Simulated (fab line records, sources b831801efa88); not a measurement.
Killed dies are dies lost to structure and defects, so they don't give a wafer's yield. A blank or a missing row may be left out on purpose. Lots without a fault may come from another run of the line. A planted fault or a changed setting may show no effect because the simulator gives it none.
fab line records | flow sky130
record lots=5 wafers=15 last_day=50
route steps=708 shown GATE_OXIDE@192 POLY_GATE@204 RES_PROTECT@206 PAD_OPEN@708
lots that met no fault: from a run of the same line without faults
start_h: hours from the record's first day to the start of the lot's first wafer shown | wait_h: hours since the lot's step before | " the same as in the row above | L1.1+2: a row that stands for several wafers | - no value, or no start given | * or withheld: withheld | < > ~ a bound
route shown NAME@n: a module of which the file shows steps, and the number in the route of the first | usual: mean/standard deviation of fault-free wafers | same: alike in all rows | chamber/n: place in a boat | sites: the reading at each site | _std_site: their standard deviation | _edge_site: outer sites' mean less inner sites' | radius_mm: how far each site lies from the wafer's centre | mask NAME#n: copy n | behind: the tool/chamber that last shaped the wafer | hold: why the lot was held/for how many hours/how that ended | device: the transistor (n, p or np) that didn't switch | end of line: the same wafers' tests at the end of the route | a step without rows: its recipe alone | killed: dies lost to structure and defects at the first sort, not the wafer's yield | map: a wafer's dies, x killed, . not, _ none there
set.NAME: the setting as run; set.NAME@STEP: as run at that earlier step | model.NAME: the simulator's own value behind a step, which no gauge read
lots at some steps of the route; a table a step, a row a wafer
services: from which hour (start_h, from the record's first day; less than 0 if before it) a tool's chamber was out of use, for how many hours, and why
## steps
# step SKY_GATE_OXIDE_COAT_05
# recipe resist=NOVOLAK spin_rpm=3000 resist_thk_nm=1140
# step SKY_GATE_OXIDE_SOFTBAKE_06
# recipe temp_c=90 time_s=60 resist=NOVOLAK
# step SKY_GATE_OXIDE_EXPOSE_07
# recipe mask_id=LVOM na=0.6 source_shape=conventional sigma_outer=0.6 polarization=unpolarized target_cd_nm=600 dose_mj=170
# step SKY_GATE_OXIDE_PEB_08
# recipe temp_c=withheld time_s=* resist=NOVOLAK
# step SKY_GATE_OXIDE_DEVELOP_09
# recipe resist=NOVOLAK developer=TMAH develop_time_s=60 dev_temp_c=23
# step SKY_GATE_OXIDE_OVL_MEAS_10
# usual GATE_OXIDE_OVL=1.1/1.4
# columns lot.wafer tool chamber start_h wait_h GATE_OXIDE_OVL[nm]
L939.1 overlay-02 - 311.39 0.1 -0.9
L939.5 " - " " -1.3
L939.6 " - " " -0.1
L942.2 overlay-01 - 342.29 0.1 1.2
L942.3 " - " " 1.4
L942.5 " - " " 2.1
L945.1 overlay-02 - 358.24 0.1 0.1
L945.2 " - " " 0.2
L945.4 " - " " 1.7
L956.1 overlay-01 - 461.24 0.1 0.7
L956.2 " - " " 2.2
L956.6 " - " " 0.9
L959.1 overlay-01 - 477.62 0.1 1.6
L959.2 " - " " 1.6
L959.5 " - " " 1.3
# step SKY_GATE_OXIDE_IMPLANT_11
# recipe species=B energy_kev=10 dose_cm2=2.6e+12 tilt_deg=withheld
# step SKY_GATE_OXIDE_WET_ETCH_12
# recipe chemistry=dHF target_depth_nm=16.8 dry=n2_spin target=SiO2 dilution=100:1 temp_c=25 time_s=336
# step SKY_GATE_OXIDE_STRIP_13
# recipe chemistry=O2/N2 power_w=1400 pressure_mtorr=1500 platen_temp_c=withheld o2_flow_sccm=3000 n2_flow_sccm=300 overash_fraction=0.5
# usual drypump_motor_current_A=5.7/0.36 oes_product_au=0.716/0.0044 strip_time_to_endpoint_s=14.20/0.043
# same overash_fraction=0.5
# columns lot.wafer tool chamber start_h wait_h drypump_motor_current_A oes_product_au rf_hours_counter_h strip_time_to_endpoint_s
L939.1 plasma_asher-04 1 311.67 0.0 5.8 0.715 65 14.15
L939.5 " 1 " " 5.7 0.717 - 14.12
L939.6 " 0 " " 5.6 0.714 - 14.16
L942.2 plasma_asher-03 0 342.57 0.0 5.4 0.711 63 14.18
L942.3 " 0 " " 5.4 0.713 - 14.21
L942.5 " 1 " " 5.4 0.719 - 14.14
L945.1 plasma_asher-04 1 358.52 0.0 5.7 0.711 70 14.22
L945.2 " 0 " " 5.6 0.721 70 14.25
L945.4 " 0 " " 5.6 0.716 - 14.21
L956.1 plasma_asher-04 1 461.52 0.0 5.7 0.720 80 14.16
L956.2 " 0 " " 5.5 0.722 80 14.16
L956.6 " 1 " " 5.7 0.721 - 14.20
L959.1 plasma_asher-04 0 478.05 0.0 5.6 0.714 82 14.15
L959.2 " 1 " " 5.7 0.714 82 14.16
L959.5 " 0 " " 5.6 0.711 - 14.16
# step SKY_GATE_OXIDE_TW_MEAS_14
# usual GATE_OXIDE_TW=222.6/1
# columns lot.wafer tool chamber start_h wait_h GATE_OXIDE_TW
L939.1 film_metro-02 - 311.77 0.1 223.0
L939.5 " - " " 223.0
L939.6 " - " " 223.1
L942.2 film_metro-04 - 342.68 0.1 224.5
L942.3 " - " " 224.1
L942.5 " - " " 225.0
L945.1 film_metro-02 - 358.62 0.1 223.2
L945.2 " - " " 222.0
L945.4 " - " " 221.4
L956.1 film_metro-02 - 461.62 0.1 222.5
L956.2 " - " " 222.2
L956.6 " - " " 221.3
L959.1 film_metro-01 - 478.15 0.1 223.7
L959.2 " - " " 222.4
L959.5 " - " " 222.4
# step SKY_GATE_OXIDE_CLEAN_15
# recipe chemistry=SC1/SC2 mix=1:4:20 temp_c=70 time_s=150 dry=n2_spin
# step SKY_GATE_OXIDE_OXIDATION_16
# recipe temp_c=800 ambient=O2 idle_temp_c=700 ramp_up_c_per_min=10 ramp_down_c_per_min=3 stabilise_s=600 purge_s=300 target_thk_a=35.7 ox_time_s=1915
# step SKY_POLY_GATE_CVD_00
# recipe material=poly-Si target_thk_nm=180 temp_c=620 time_s=720 pressure_mtorr=200
# usual spike_tc_bottom_C=641.4/2.4 spike_tc_centre_C=621.8/1.2 spike_tc_lower_C=621.3/1.1 spike_tc_top_C=638.9/2.3 spike_tc_upper_C=620.6/1.2 susceptor_temp_C=620.00/0.29 zone_power_centre_pct=10.45/0.22
# columns lot.wafer tool chamber start_h wait_h spike_tc_bottom_C spike_tc_centre_C spike_tc_lower_C spike_tc_top_C spike_tc_upper_C susceptor_temp_C zone_power_centre_pct model.poly-Si_of_POLY_GATE_CVD_00.thk_nm
L939.1 lpcvd-01 0 315.41 0.0 643.7 622.1 622.5 640.2 619.2 619.24 10.18 179.8
L939.5 " 0 " " 641.0 620.5 619.5 641.4 621.0 619.90 10.26 181.3
L939.6 " 0 " " 644.0 621.2 621.7 641.7 620.9 619.82 10.48 179.6
L942.2 lpcvd-01 1 348.37 0.0 638.8 621.2 620.6 636.8 618.5 620.15 10.64 182.6
L942.3 " 1 " " 639.1 620.7 621.7 636.0 619.7 619.90 10.67 181.5
L942.5 " 1 " " 637.9 620.7 622.7 637.0 620.2 619.91 10.52 180.8
L945.1 lpcvd-01 0 360.99 0.0 642.7 622.8 620.8 641.6 621.1 619.81 10.28 181.4
L945.2 " 0 " " 643.9 622.4 619.8 641.8 620.8 619.84 10.27 180.6
L945.4 " 0 " " 644.1 621.6 621.5 641.4 622.5 620.10 10.30 179.2
L956.1 lpcvd-01 1 463.32 0.0 629.8 612.4 613.1 627.9 608.7 611.03 10.47 143.8
L956.2 " 1 " " 628.9 612.8 612.7 626.4 611.2 611.09 10.44 145.4
L956.6 " 1 " " 630.1 612.1 612.6 626.8 611.3 610.89 10.28 144.9
L959.1 lpcvd-01 0 480.55 0.8 643.9 622.1 622.5 640.1 620.5 620.07 10.29 179.8
L959.2 " 0 " " 645.8 621.5 624.0 640.6 620.3 620.55 10.34 178.6
L959.5 " 0 " " 645.3 621.7 622.0 641.4 621.3 620.40 10.34 180.1
# step SKY_POLY_GATE_THK_MEAS_01
# recipe reads=poly-Si_of_POLY_GATE_CVD_00
# usual POLY_GATE_CVD_00_THK=180.3/1.3
# columns lot.wafer tool chamber start_h wait_h POLY_GATE_CVD_00_THK[nm]
L939.1 film_metro-03 - 316.61 0.0 179.8
L939.5 " - " " 181.4
L939.6 " - " " 179.6
L942.2 film_metro-02 - 349.58 0.0 182.5
L942.3 " - " " 181.5
L942.5 " - " " 180.8
L945.1 film_metro-04 - 362.79 0.0 181.5
L945.2 " - " " 180.7
L945.4 " - " " 179.3
L956.1 film_metro-04 - 465.12 0.0 143.8
L956.2 " - " " 145.5
L956.6 " - " " 144.9
L959.1 film_metro-03 - 482.35 0.0 179.9
L959.2 " - " " 178.5
L959.5 " - " " 180.0
# step SKY_RES_PROTECT_DEHYDRATE_00
# recipe temp_c=200 time_s=60
# step SKY_RES_PROTECT_HMDS_01
# recipe prime_time_s=60 prime_temp_c=120
# step SKY_RES_PROTECT_COAT_02
# recipe resist=NOVOLAK spin_rpm=3000 resist_thk_nm=1140
# step SKY_RES_PROTECT_SOFTBAKE_03
# recipe temp_c=90 time_s=60 resist=NOVOLAK
# step SKY_RES_PROTECT_EXPOSE_04
# recipe mask_id=RPM na=0.6 source_shape=conventional sigma_outer=0.6 polarization=unpolarized target_cd_nm=1270 dose_mj=131
# step SKY_RES_PROTECT_PEB_05
# recipe temp_c=withheld time_s=* resist=NOVOLAK
# step SKY_RES_PROTECT_DEVELOP_06
# recipe resist=NOVOLAK developer=TMAH develop_time_s=60 dev_temp_c=23
# step SKY_POLY_GATE_IMPLANT_02
# recipe species=P energy_kev=30 dose_cm2=7.7e+15 tilt_deg=0
# step SKY_RES_PROTECT_STRIP_07
# recipe chemistry=O2/N2 power_w=1400 pressure_mtorr=1500 platen_temp_c=withheld o2_flow_sccm=3000 n2_flow_sccm=300 overash_fraction=0.5
# usual drypump_motor_current_A=5.7/0.43 oes_product_au=0.518/0.0045 strip_time_to_endpoint_s=23.31/0.038
# same overash_fraction=0.5
# columns lot.wafer tool chamber start_h wait_h drypump_motor_current_A oes_product_au rf_hours_counter_h strip_time_to_endpoint_s
L939.1 plasma_asher-01 1 343.04 0.1 5.9 0.519 21 23.24
L939.5 " 1 " " 5.9 0.517 - 23.27
L939.6 " 0 " " 5.0 0.523 - 23.28
L942.2 plasma_asher-04 1 377.39 0.1 5.7 0.512 72 23.31
L942.3 " 0 " " 5.6 0.521 - 23.29
L942.5 " 1 " " 5.6 0.520 - 23.30
L945.1 plasma_asher-01 0 390.19 0.1 5.0 0.529 25 23.31
L945.2 " 1 " " 5.9 0.516 25 23.30
L945.4 " 0 " " 5.1 0.525 - 23.32
L956.1 plasma_asher-01 1 495.84 0.1 5.9 0.519 36 23.30
L956.2 " 0 " " 5.1 0.516 36 23.33
L956.6 " 1 " " 5.9 0.519 - 23.34
L959.1 plasma_asher-02 0 513.19 0.1 6.4 0.510 64 23.35
L959.2 " 1 " " 5.9 0.515 64 23.34
L959.5 " 0 " " 6.4 0.522 - 23.35
# step SKY_RES_PROTECT_TW_MEAS_08
# usual POLY_GATE_TW=4023/37
# columns lot.wafer tool chamber start_h wait_h POLY_GATE_TW
L939.1 film_metro-01 - 343.14 0.1 3995
L939.5 " - " " 4004
L939.6 " - " " 3992
L942.2 film_metro-01 - 377.50 0.1 3986
L942.3 " - " " 3969
L942.5 " - " " 3980
L945.1 film_metro-02 - 390.29 0.1 4005
L945.2 " - " " 3989
L945.4 " - " " 3960
L956.1 film_metro-01 - 495.94 0.1 4042
L956.2 " - " " 4041
L956.6 " - " " 4015
L959.1 film_metro-03 - 513.29 0.1 4068
L959.2 " - " " 4078
L959.5 " - " " 4094
# step SKY_RES_PROTECT_CLEAN_09
# recipe chemistry=SC1/SC2 mix=1:4:20 temp_c=70 time_s=150 dry=n2_spin
# columns lot.wafer tool chamber start_h wait_h model.poly-Si_of_POLY_GATE_CVD_00.thk_nm
L939.1 wet_bench-03 0 343.20 0.1 179.2
L939.5 " 0 " " 180.7
L939.6 " 0 " " 178.9
L942.2 wet_bench-03 2 377.55 0.0 182
L942.3 " 2 " " 180.9
L942.5 " 2 " " 180.2
L945.1 wet_bench-01 0 390.35 0.1 180.8
L945.2 " 0 " " 180
L945.4 " 0 " " 178.6
L956.1 wet_bench-04 0 496.00 0.1 143.1
L956.2 " 0 " " 144.8
L956.6 " 0 " " 144.3
L959.1 wet_bench-03 0 513.35 0.1 179.2
L959.2 " 0 " " 177.9
L959.5 " 0 " " 179.4
# step SKY_POLY_GATE_CVD_03
# recipe material=Si3N4 precursor=DCS/NH3 target_thk_nm=75 temp_c=770 time_s=1290 pressure_mtorr=250
# step SKY_POLY_GATE_THK_MEAS_04
# recipe reads=Si3N4_of_POLY_GATE_CVD_03
# usual POLY_GATE_CVD_03_THK=75.1/0.58
# columns lot.wafer tool chamber start_h wait_h POLY_GATE_CVD_03_THK[nm]
L939.1 film_metro-03 - 346.43 0.0 74.4
L939.5 " - " " 75.4
L939.6 " - " " 75.5
L942.2 film_metro-02 - 379.72 0.0 74.9
L942.3 " - " " 74.8
L942.5 " - " " 75.0
L945.1 film_metro-04 - 392.67 0.0 75.2
L945.2 " - " " 75.5
L945.4 " - " " 76.0
L956.1 film_metro-02 - 497.42 0.0 74.1
L956.2 " - " " 74.3
L956.6 " - " " 73.7
L959.1 film_metro-04 - 515.85 0.0 74.6
L959.2 " - " " 75.5
L959.5 " - " " 74.9
# step SKY_POLY_GATE_DEHYDRATE_05
# recipe temp_c=200 time_s=60
# step SKY_POLY_GATE_HMDS_06
# recipe prime_time_s=60 prime_temp_c=120
# step SKY_POLY_GATE_COAT_07
# recipe resist=BARC temp_c=withheld time_s=withheld spin_rpm=3000 resist_thk_nm=110
# step SKY_POLY_GATE_COAT_08
# recipe resist=KrF-thick spin_rpm=3000 resist_thk_nm=450
# step SKY_POLY_GATE_SOFTBAKE_09
# recipe temp_c=100 time_s=90 resist=KrF-thick
# step SKY_POLY_GATE_EXPOSE_10
# recipe mask_id=P1M na=0.68 source_shape=conventional sigma_outer=0.6 target_cd_nm=150 dose_mj=28
# step SKY_POLY_GATE_PEB_11
# recipe peb_temp_c=withheld peb_time_s=withheld resist=KrF-thick
# step SKY_POLY_GATE_DEVELOP_12
# recipe develop_time_s=60 resist=KrF-thick dev_temp_c=21
# step SKY_POLY_GATE_CD_MEAS_13
# recipe target_cd_nm=150
# usual cd_nm=149.9/1.3
# columns lot.wafer tool chamber start_h wait_h cd_nm
L939.1 cd_sem-01 - 373.37 - 147.6
L939.5 " - " " 147.8
L939.6 " - " " 147.6
L942.2 cd_sem-01 - 406.94 - 151.5
L942.3 " - " " 150.7
L942.5 " - " " 150.1
L945.1 cd_sem-01 - 421.89 - 150.9
L945.2 " - " " 150.9
L945.4 " - " " 151.6
L956.1 cd_sem-01 - 528.54 - 148.2
L956.2 " - " " 147.4
L956.6 " - " " 147.5
L959.1 cd_sem-01 - 546.67 - 151.5
L959.2 " - " " 152.3
L959.5 " - " " 150.8
# step SKY_POLY_GATE_OVL_MEAS_14
# usual POLY_GATE_OVL=-5/4.8
# columns lot.wafer tool chamber start_h wait_h POLY_GATE_OVL[nm]
L939.1 overlay-01 - 373.49 0.1 1
L939.5 " - " " 2
L939.6 " - " " -9
L942.2 overlay-02 - 407.04 0.1 -4
L942.3 " - " " -15
L942.5 " - " " -11
L945.1 overlay-02 - 422.01 0.1 -1
L945.2 " - " " -1
L945.4 " - " " -8
L956.1 overlay-01 - 528.66 0.1 -7
L956.2 " - " " 0
L956.6 " - " " 7
L959.1 overlay-02 - 546.79 0.1 -11
L959.2 " - " " -9
L959.5 " - " " -7
# step SKY_POLY_GATE_ETCH_15
# recipe chemistry=N2/H2 target=BARC ion_energy_ev=200 source_w=500 bias_w=100 pressure_mtorr=30 n2_flow_sccm=100 h2_flow_sccm=200 stop_on=SiO2 time_s=118.5 target_depth_a=1100
# usual drypump_motor_current_A=5.8/0.46 oes_product_au=0.716/0.0047 throttle_valve_pct=13.213/0.0095
# columns lot.wafer tool chamber start_h wait_h drypump_motor_current_A oes_product_au rf_hours_counter_h throttle_valve_pct
L939.1 rie_diel-03 1 373.52 0.0 4.8 0.717 7 13.211
L939.5 " 3 " " 6.0 0.721 - 13.218
L939.6 " 0 " " 6.0 0.709 - 13.223
L942.2 rie_diel-01 3 407.07 0.0 4.8 0.720 42 13.195
L942.3 " 2 " " 5.5 0.710 9 13.222
L942.5 " 0 " " 6.5 0.712 - 13.195
L945.1 rie_diel-02 3 422.04 0.0 6.1 0.707 63 13.221
L945.2 " 1 " " 5.5 0.712 10 13.214
L945.4 " 2 " " 5.8 0.713 82 13.202
L956.1 rie_diel-03 2 528.69 0.0 6.3 0.710 10 13.213
L956.2 " 3 " " 6.0 0.711 16 13.218
L956.6 " 3 " " 6.0 0.725 - 13.226
L959.1 rie_diel-03 1 546.82 0.0 4.8 0.710 11 13.193
L959.2 " 2 " " 6.4 0.718 11 13.200
L959.5 " 0 " " 6.0 0.714 - 13.214
# step SKY_POLY_GATE_ETCH_16
# recipe stop_on=poly-Si chemistry=CH3F/O2 target=Si3N4 source_w=400 bias_w=80 pressure_mtorr=25 ch3f_flow_sccm=40 O2_flow_sccm=30 time_s=147.5 target_depth_a=750
# usual O2_flow_sccm=29.99/0.092 drypump_motor_current_A=5.8/0.46 oes_product_au=0.640/0.005 throttle_valve_pct=10.535/0.0092
# columns lot.wafer tool chamber start_h wait_h O2_flow_sccm drypump_motor_current_A oes_product_au rf_hours_counter_h throttle_valve_pct
L939.1 rie_diel-03 1 373.61 0.0 30.15 4.8 0.639 7 10.544
L939.5 " 3 " " 30.12 6.0 0.642 - 10.541
L939.6 " 0 " " 30.02 6.0 0.643 - 10.531
L942.2 rie_diel-01 3 407.16 0.0 29.98 4.8 0.635 42 10.533
L942.3 " 2 " " 29.97 5.5 0.637 9 10.517
L942.5 " 0 " " 29.86 6.4 0.637 - 10.528
L945.1 rie_diel-02 3 422.13 0.0 29.90 6.1 0.636 63 10.535
L945.2 " 1 " " 30.04 5.5 0.648 10 10.540
L945.4 " 2 " " 29.91 5.8 0.642 82 10.538
L956.1 rie_diel-03 2 528.78 0.0 30.10 6.4 0.640 10 10.534
L956.2 " 3 " " 29.84 5.9 0.622 16 10.542
L956.6 " 3 " " 29.86 6.0 0.633 - 10.529
L959.1 rie_diel-03 1 546.90 0.0 30.01 4.8 0.637 11 10.520
L959.2 " 2 " " 30.05 6.4 0.632 11 10.535
L959.5 " 0 " " 29.87 6.0 0.644 - 10.533
# step SKY_POLY_GATE_ETCH_17
# recipe target_depth_nm=180 stop_on=SiO2 over_etch_frac=0.56667 chemistry=HBr/Cl2 target=poly-Si icp_w=400 bias_w=100 pressure_mtorr=10 HBr_flow_sccm=150 Cl2_flow_sccm=50 time_s=70.5
# usual drypump_motor_current_A=5.6/0.58 oes_product_au=0.989/0.0067 throttle_valve_pct=33.684/0.009
# columns lot.wafer tool chamber start_h wait_h drypump_motor_current_A oes_product_au rf_hours_counter_h throttle_valve_pct model.etch.depth_nm model.POLY_GATE.feature_depth_nm
L939.1 rie_si-01 0 373.70 0.0 5.6 1.004 2 33.688 179.2 179.2
L939.5 " 2 " " 5.6 0.984 - 33.692 179.7 179.7
L939.6 " 3 " " 6.0 0.986 - 33.678 178.9 178.9
L942.2 rie_si-02 0 407.25 0.0 4.8 0.994 0 33.683 182 182
L942.3 " 3 " " 6.7 0.996 77 33.672 180.9 180.9
L942.5 " 1 " " 4.9 0.991 - 33.670 180.2 180.2
L945.1 rie_si-01 3 422.23 0.0 6.0 0.994 3 33.683 180.8 180.8
L945.2 " 0 " " 5.7 0.984 2 33.693 180 180
L945.4 " 2 " " 5.6 0.984 39 33.677 178.6 178.6
L956.1 rie_si-02 1 528.88 0.0 5.0 0.849 1 33.685 143.1 143.1
L956.2 " 0 " " 4.7 0.854 1 33.682 144.8 144.8
L956.6 " 2 " " 5.4 0.850 - 33.675 144.3 144.3
L959.1 rie_si-01 2 547.00 0.0 5.6 0.985 40 33.700 178.4 178.4
L959.2 " 0 " " 5.7 0.979 3 33.667 177.9 177.9
L959.5 " 3 " " 6.0 0.990 - 33.671 179.4 179.4
# step SKY_POLY_GATE_STRIP_18
# recipe chemistry=O2/N2 power_w=1400 pressure_mtorr=1500 platen_temp_c=withheld o2_flow_sccm=3000 n2_flow_sccm=300 overash_fraction=0.5
# usual drypump_motor_current_A=5.7/0.44 oes_product_au=0.361/0.0045 strip_time_to_endpoint_s=3.16/0.034
# same overash_fraction=0.5
# columns lot.wafer tool chamber start_h wait_h drypump_motor_current_A oes_product_au rf_hours_counter_h strip_time_to_endpoint_s
L939.1 plasma_asher-02 0 373.76 0.0 6.4 0.359 51 3.12
L939.5 " 1 " " 5.9 0.362 - 3.15
L939.6 " 0 " " 6.4 0.366 - 3.15
L942.2 plasma_asher-01 1 407.31 0.0 5.9 0.352 27 3.11
L942.3 " 1 " " 5.9 0.360 - 3.20
L942.5 " 1 " " 5.9 0.363 - 3.11
L945.1 plasma_asher-01 1 422.28 0.0 5.9 0.365 28 3.19
L945.2 " 0 " " 5.1 0.364 28 3.09
L945.4 " 0 " " 5.1 0.357 - 3.18
L956.1 plasma_asher-02 1 528.93 0.0 5.9 0.359 66 3.19
L956.2 " 0 " " 6.4 0.361 66 3.20
L956.6 " 0 " " 6.4 0.371 - 3.20
L959.1 plasma_asher-03 1 547.06 0.0 5.4 0.355 11 3.17
L959.2 " 0 " " 5.4 0.357 11 3.17
L959.5 " 0 " " 5.4 0.363 - 3.14
# step SKY_PAD_OPEN_PROBE_99
# usual killed_at_M0_to_M3=44/8.6 killed_at_M4_up=3.4/1.9 killed_at_contacts=23/5.7 killed_at_front_end=15/4.5 killed_at_other=0.4/0.62 killed_dies=86/11 killed_open=46/7.6 killed_short=39/6.3
# same gross_dies=492 killed_at_back_side=0
# columns lot.wafer tool chamber start_h wait_h killed_at_M0_to_M3 killed_at_M4_up killed_at_contacts killed_at_front_end killed_at_other killed_dies killed_open killed_short model.etest.res_high_po.line_ohm_um model.etest.res_poly.line_ohm_um model.etest.tip_sonos.rs_ohm_sq model.etest.res_high_po.rs_ohm_sq model.etest.res_poly.rs_ohm_sq model.etest.cap_li_to_poly.c_af_um2
L939.1 prober-02 - 1085.39 0.1 32 3 19 7 1 62 37 25 766.3 536.6 2597 264.3 48.37 101.1
L939.5 prober-02 - 1085.59 0.2 35 6 23 15 0 79 37 42 751.7 521.7 2555 260.9 47.75 100.6
L939.6 prober-02 - 1085.64 0.2 30 3 31 8 0 72 42 30 777.2 545.1 2575 264.5 48.3 98.4
L945.1 prober-02 - 1117.49 0.1 56 2 22 22 2 104 63 40 744.2 501.5 2683 264.5 48.35 99.34
L945.2 prober-02 - 1117.54 0.1 46 4 31 19 0 100 54 46 733.2 502.4 2694 255 46.93 97.61
L945.4 prober-02 - 1117.64 0.2 55 3 26 15 0 99 62 37 724.8 491.5 2659 259.1 47.49 99.99
L956.1 prober-01 - 1180.14 0.1 61 2 24 13 0 100 49 51 914.8 651.9 2596 319.2 60.03 86.67
L956.2 prober-01 - 1180.19 0.1 61 3 28 20 0 112 66 46 920 648.8 2591 320.2 59.75 91.14
L956.6 prober-01 - 1180.39 0.2 30 7 19 20 1 77 44 33 893 660.1 2609 311.6 59.38 89.29
L959.1 prober-02 - 1190.71 0.1 49 5 25 18 0 97 50 45 743.8 495 2578 262.7 48.5 96.71
L959.2 prober-02 - 1190.76 0.1 32 1 31 14 0 78 41 36 737.8 504.2 2598 258.6 48.58 97.04
L959.5 prober-02 - 1190.91 0.2 31 3 25 18 0 77 40 36 708.9 504.6 2620 253.3 47.42 99.53
# killed by level:class
L939.1 VIA1:geometric_particle:open=11 CONTACT:geometric_particle:open=7 LI_CONTACT:geometric_particle:open=6 VIA1:geometric_particle:short=4 VIA2:geometric_particle:short=4 POLY_GATE:geometric_particle:open=3 LI_CONTACT:geometric_particle:short=3 LOCAL_INTERCONNECT:geometric_particle:short=3
L939.5 CONTACT:geometric_particle:open=8 VIA1:geometric_particle:open=8 CONTACT:geometric_particle:short=7 METAL2:geometric_particle:short=6 VIA2:geometric_particle:open=6 VIA3:geometric_particle:open=5 FIELD_ISO:geometric_particle:short=3 METAL1:geometric_particle:short=3
L939.6 CONTACT:geometric_particle:open=14 VIA1:geometric_particle:open=11 CONTACT:geometric_particle:short=7 LI_CONTACT:geometric_particle:open=5 VIA2:geometric_particle:open=4 LOCAL_INTERCONNECT:geometric_particle:short=3 VIA1:geometric_particle:short=3 METAL4:geometric_particle:short=3
L945.1 VIA1:geometric_particle:open=11 VIA2:geometric_particle:open=10 CONTACT:geometric_particle:open=10 METAL1:geometric_particle:short=8 VIA3:geometric_particle:open=8 FIELD_ISO:geometric_particle:open=7 POLY_GATE:geometric_particle:short=6 LI_CONTACT:geometric_particle:open=6
L945.2 CONTACT:geometric_particle:open=13 LI_CONTACT:geometric_particle:open=10 VIA1:geometric_particle:short=9 VIA1:geometric_particle:open=8 METAL1:geometric_particle:short=7 FIELD_ISO:geometric_particle:open=6 METAL2:geometric_particle:short=6 VIA3:geometric_particle:open=6
L945.4 VIA1:geometric_particle:open=17 CONTACT:geometric_particle:open=12 VIA2:geometric_particle:open=9 LI_CONTACT:geometric_particle:open=7 VIA3:geometric_particle:open=6 METAL1:geometric_particle:short=6 FIELD_ISO:geometric_particle:short=5 CONTACT:geometric_particle:short=5
L956.1 VIA3:geometric_particle:open=12 METAL1:geometric_particle:short=8 VIA1:geometric_particle:open=8 LI_CONTACT:geometric_particle:open=7 METAL2:geometric_particle:short=6 VIA1:geometric_particle:short=6 CONTACT:geometric_particle:open=5 METAL3:geometric_particle:short=5
L956.2 VIA1:geometric_particle:open=20 CONTACT:geometric_particle:open=15 VIA2:geometric_particle:open=9 VIA3:geometric_particle:open=8 VIA2:geometric_particle:short=6 FIELD_ISO:geometric_particle:open=5 POLY_GATE:geometric_particle:open=5 LI_CONTACT:geometric_particle:short=5
L956.6 VIA2:geometric_particle:open=11 CONTACT:geometric_particle:open=9 CONTACT:geometric_particle:short=7 POLY_GATE:geometric_particle:open=5 METAL2:geometric_particle:short=5 FIELD_ISO:geometric_particle:open=4 FIELD_ISO:geometric_particle:short=4 METAL4:geometric_particle:short=4
L959.1 VIA2:geometric_particle:open=9 METAL1:geometric_particle:short=9 LI_CONTACT:geometric_particle:open=8 CONTACT:geometric_particle:open=7 VIA1:geometric_particle:open=6 POLY_GATE:geometric_particle:short=5 VIA1:geometric_particle:short=5 VIA3:geometric_particle:open=5
L959.2 CONTACT:geometric_particle:open=11 VIA1:geometric_particle:open=10 METAL1:geometric_particle:short=9 LI_CONTACT:geometric_particle:open=8 CONTACT:geometric_particle:short=7 FIELD_ISO:geometric_particle:open=4 POLY_GATE:geometric_particle:short=4 LI_CONTACT:geometric_particle:short=3
L959.5 POLY_GATE:geometric_particle:short=7 LI_CONTACT:geometric_particle:open=7 CONTACT:geometric_particle:open=7 VIA2:geometric_particle:open=7 VIA1:geometric_particle:open=7 CONTACT:geometric_particle:short=5 METAL1:geometric_particle:short=5 FIELD_ISO:geometric_particle:short=4
## services
# columns tool chamber start_h hours kind
rie_si-02 2 297.50 11.8 repair
rie_diel-01 1 297.67 2.3 repair
rie_diel-02 1 319.97 12.8 repair
lpcvd-01 - 321.08 6.0 pm
plasma_asher-04 - 337.86 1.8 repair
rie_diel-02 3 354.61 3.8 repair
plasma_asher-01 - 356.75 6.5 repair
rie_diel-01 - 369.68 2.5 repair
rie_si-02 0 391.91 8.0 repair
rie_diel-01 0 408.63 13.0 repair
rie_diel-02 3 412.81 5.5 repair
plasma_asher-03 - 421.25 9.0 pm
plasma_asher-03 - 431.08 2.7 repair
rie_diel-02 - 437.88 0.3 repair
lpcvd-01 - 438.65 4.3 pm
plasma_asher-04 - 441.68 1.2 repair
rie_diel-02 0 443.66 4.8 repair
rie_diel-01 2 444.66 8.8 repair
rie_diel-03 0 445.46 9.3 repair
rie_diel-01 - 447.01 1.8 repair
rie_si-01 3 463.21 3.3 repair
rie_si-01 - 470.57 14.6 pm
plasma_asher-02 - 477.91 0.9 repair
plasma_asher-01 - 541.29 28.1 pm
## key
first_sign step=SKY_POLY_GATE_CVD_00 reading=susceptor_temp_C direction=down sigmas=31 usual=* struck=*
effect step=SKY_POLY_GATE_CVD_00 reading=spike_tc_upper_C direction=down sigmas=8.8 usual=620.6 struck=610.4
effect step=SKY_POLY_GATE_THK_MEAS_01 reading=POLY_GATE_CVD_00_THK direction=down sigmas=28 usual=180.3 struck=144.7
effect step=SKY_POLY_GATE_ETCH_17 reading=oes_product_au direction=down sigmas=21 usual=0.989 struck=0.851
model_effect step=SKY_POLY_GATE_CVD_00 value=poly-Si_of_POLY_GATE_CVD_00.thk_nm without=179.9 struck=144.7
model_effect step=SKY_RES_PROTECT_CLEAN_09 value=poly-Si_of_POLY_GATE_CVD_00.thk_nm without=179.3 struck=144.1
model_effect step=SKY_POLY_GATE_ETCH_17 value=etch.depth_nm without=178.9 struck=144.1
model_effect step=SKY_PAD_OPEN_PROBE_99 value=etest.res_high_po.line_ohm_um without=744.8 struck=909.2
met_at SKY_POLY_GATE_CVD_00
struck_wafers L956.1,L956.2,L956.6
tester_left_out L956
onset_between 348.37 463.32
fault kind=process_parameter_drift tool=lpcvd-01 chamber=1 onset_h=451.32 steps=SKY_POLY_GATE_CVD_00 channel=temp_c offset=* shape=step end_h=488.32 stated=*
# tester_left_out: of these lots the tester's yield and bins aren't shown, on N5 and GAA mostly nor the transistor test; their killed dies are dies lost to structure and defects alone, not to doping, threshold or leakage, so they don't give the yield
